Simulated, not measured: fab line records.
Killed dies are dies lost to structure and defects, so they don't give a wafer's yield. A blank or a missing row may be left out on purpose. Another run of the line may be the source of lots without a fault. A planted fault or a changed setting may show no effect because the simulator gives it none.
Matching of chambers    flow gf180mcu    pecvd-03 running GF_MIM_CVD_05: 3 sister chambers
The step deposits Si3N4, target thk 42 nm, time 29.086 s. 3 wafers are shown with their chamber, then 7 later ones without.

== EACH WAFER AND ITS CHAMBER ==
wafer   chamber  heater-power-outer-w (W)
L090.3  2        384
L091.3  1        353
L091.4  0        308

== WAFERS MISSING THEIR CHAMBER ==
wafer   heater-power-outer-w (W)
L091.5  355
L092.2  407
L092.4  410
L092.5  356
L096.2  389
L096.3  326
L096.5  390

== CHAMBER TAKEN BY EACH ==
wafer    from the rows above       in truth
L091.5   can't be placed: 1 or 2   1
L092.2   2                         2
L092.4   2                         2
L092.5   can't be placed: 1 or 2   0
L096.2   2                         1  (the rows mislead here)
L096.3   can't be placed: 0 or 1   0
L096.5   2                         2
Correctly placed: 3 of 7. Not placeable from these rows: 3 (in 2, the candidates include the true chamber). 1 placed wrongly.
How it was worked out, from the rows above alone: a wafer's distance from a chamber is the root of the sum, over the readings, of the square of ((its reading less the chamber's mean) divided by the reading's scatter). If the next closest chamber is less than 2 further off than the closest, the wafer can't be placed; otherwise it belongs to the closest. For every chamber, the mean is computed from those of its wafers that are shown. The scatter (one wafer shown for each chamber): square how far every hidden wafer sits from the nearest shown wafer, average those squares and take the square root.
